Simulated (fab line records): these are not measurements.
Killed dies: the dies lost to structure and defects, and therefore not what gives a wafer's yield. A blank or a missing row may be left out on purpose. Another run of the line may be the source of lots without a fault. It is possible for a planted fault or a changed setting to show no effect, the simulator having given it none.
Which tool did it? ; flow sky130 ; Sampling: 6 lots, 18 wafers, 3 of 708 route steps

WHAT THE GAUGES READ, wafer by wafer
SKY_CONTACT_THK_MEAS_01.
lot;measured;on;CONTACT_CVD_00_THK (nm)
L554;day 32 00:27;film_metro-01;74.6 73.5 75.7
L555;day 32 02:46;film_metro-02;75.0 72.9 74.7
L557;day 32 11:38;film_metro-03;75.1 73.1 74.0
L567;day 36 04:52;film_metro-03;74.0 74.4 75.0
L568;day 36 18:27;film_metro-01;74.0 73.8 75.3
L573;day 37 21:53;film_metro-02;74.4 73.7 75.6

WHICH TOOL RAN EACH LOT (tool, then ch and the chambers of the sampled wafers, then the start)
lot;SKY_LOCAL_INTERCONNECT_COAT_06;SKY_LOCAL_INTERCONNECT_STRIP_15
L554;litho_track-02 ch 0, day 31 08:00;plasma_asher-02 ch 0,1, day 31 23:49
L555;litho_track-02 ch 0, day 31 11:00;plasma_asher-01 ch 0, day 32 02:08
L557;litho_track-03 ch 0, day 31 20:00;plasma_asher-02 ch 0,1, day 32 11:00
L567;litho_track-03 ch 0, day 35 15:00;plasma_asher-02 ch 0,1, day 36 04:14
L568;litho_track-02 ch 0, day 36 03:00;plasma_asher-04 ch 0,1, day 36 17:50
L573;litho_track-01 ch 0, day 37 07:00;plasma_asher-01 ch 0,1, day 37 21:16
- SKY_LOCAL_INTERCONNECT_COAT_06: resist thk 450 nm.
- SKY_LOCAL_INTERCONNECT_STRIP_15: strips in O2/N2.

THE ANSWER, worked out from the rows above alone
Rule: the usual values come from the lots themselves. The widest of any qualifying gaps counts: lots, ordered by their means at a reading, are off when they make up no more than a third of the lots, leave a main group of 4 or more, and stand apart from it by 3 or more times the standard deviation of that group's means. If all means in a main group match to the digits the tables above print for the reading, that group is not used. Also off: a lot with no number at a reading for which 4 or more lots have one. Where the step has rows for the other lots, those lots are counted as sound.
Nothing can be told from this: no lot is off at any reading shown.

WHAT THE SIMULATOR HAD PUT IN
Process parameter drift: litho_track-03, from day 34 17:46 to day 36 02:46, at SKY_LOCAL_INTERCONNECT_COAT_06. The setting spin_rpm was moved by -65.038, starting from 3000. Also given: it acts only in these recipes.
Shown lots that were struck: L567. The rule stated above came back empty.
